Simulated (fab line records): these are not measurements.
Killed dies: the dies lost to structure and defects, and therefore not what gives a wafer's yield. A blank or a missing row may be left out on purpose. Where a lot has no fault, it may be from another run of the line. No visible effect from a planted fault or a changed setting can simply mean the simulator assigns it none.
Split-lot study -- flow sfqLine -- 23 wafers read across 5 lots, on a route 325 steps long

ABOUT THE SPLIT
At SFQ_TRILAYER_M5_LITHO_EXPOSE_124 (exposes mask M5, target cd 700 nm), the setting doseMj was moved away from the recipe's 14.4 on 8 of the 23 wafers read, by -6.8% to -1.9%. All remaining wafers had this setting at the recipe value.

FROM THE SPLIT TO THE READING: what the file shows between them, 2 steps
- SFQ_TRILAYER_M5_LITHO_PEB_126: peb time 60 s
- SFQ_TRILAYER_M5_LITHO_DEVELOP_125: time 60 s

THE READING
M5.cdNm (the simulator's own value, which no gauge read), in nm, at SFQ_TRILAYER_M5_BARC_OPEN_METAL_ETCH_161 (etches BARC in O2, target depth 125 nm, time 41.7 s). The file gives no usual value for it. Average 698.8 nm, standard deviation 1.4 nm, over the 15 wafers here run with the recipe.

wafer,"tool, chamber at the split",doseMj as run,against the recipe,"M5.cdNm, nm",against lot-mates on the recipe
L075.1,"krfScanner-01, 0",14.4,recipe,699.4,-
L075.2,"krfScanner-01, 0",14.12,-1.9%,702.1,+2.3
L075.3,"krfScanner-01, 0",14.4,recipe,700.2,-
L075.5,"krfScanner-01, 0",14.12,-1.9%,702.8,+3.0
L075.6,"krfScanner-01, 0",14.12,-1.9%,703.2,+3.4
L077.1,"krfScanner-02, 0",14.4,recipe,698.8,-
L077.3,"krfScanner-02, 0",14,-2.8%,703.5,+5.2
L077.4,"krfScanner-02, 0",14,-2.8%,703,+4.8
L077.5,"krfScanner-02, 0",14,-2.8%,703.9,+5.6
L077.6,"krfScanner-02, 0",14.4,recipe,697.7,-
L078.1,"krfScanner-02, 0",14.4,recipe,695.9,-
L078.5,"krfScanner-02, 0",14.4,recipe,696.7,-
L078.6,"krfScanner-02, 0",14.4,recipe,696.7,-
L079.2,"krfScanner-02, 0",14.4,recipe,699.5,-
L079.3,"krfScanner-02, 0",14.4,recipe,699.7,-
L079.4,"krfScanner-02, 0",13.42,-6.8%,711.3,+11.6
L079.5,"krfScanner-02, 0",14.4,recipe,700,-
L079.6,"krfScanner-02, 0",13.42,-6.8%,711.6,+11.9
L080.1,"krfScanner-02, 0",14.4,recipe,699,-
L080.2,"krfScanner-02, 0",14.4,recipe,700.8,-
L080.3,"krfScanner-02, 0",14.4,recipe,699.8,-
L080.5,"krfScanner-02, 0",14.4,recipe,699.8,-
L080.4,"krfScanner-02, 0",14.4,recipe,698.3,-

FIT RESULTS
A straight line over all 23 wafers: M5.cdNm changes by -1.84 nm for each +1% of doseMj; r = -0.95; the points scatter about the line by 1.2 nm.
The same after taking each lot's own level away (the mean of its wafers on the recipe; 23 wafers): -1.73 nm for each +1%; r = -0.99; scatter 0.59 nm.
On that fit, the largest move of doseMj shifts the reading by 12 nm.
Measured against the standard deviation above, the lots' own levels, which go from 696.43 to 699.80 nm, span 2.4 times it.
Consequently the slope shifts little with the lot-to-lot level, the two slopes agreeing.
Check: for one of the wafers moved furthest among these (-6.8%), held out of the fit, the line's prediction against its lot-mates is +11.9 nm. It came out at +11.6 nm against them.

OTHER SPLITS APPLIED TO THESE WAFERS
Note: prior to the reading, these wafers also went through further splits. Each is held against what the fit with the lots' levels taken away leaves over:
other split on the same wafers,wafers away from the commonest value,r with M5.cdNm (lot level and that fit taken away)
SFQ_TRILAYER_M3_LITHO_PEB_078 pebTempC,11,+0.21
SFQ_TRILAYER_M3_ETCH_METAL_ETCH_078 icpW,5,-0.05
SFQ_TRILAYER_I3_VIA_LITHO_COAT_085 resistThkNm,7,-0.22
SFQ_TRILAYER_M4_LITHO_COAT_093 resistThkNm,10,+0.19
SFQ_TRILAYER_I4_VIA_LITHO_COAT_108 spinRpm,11,-0.17
SFQ_TRILAYER_JJ_CE_LITHO_COAT_119 spinRpm,9,+0.17

THE FILE'S OWN FIT
M5.cdNm changes by -1.73 nm for each +1% of doseMj, r = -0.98.
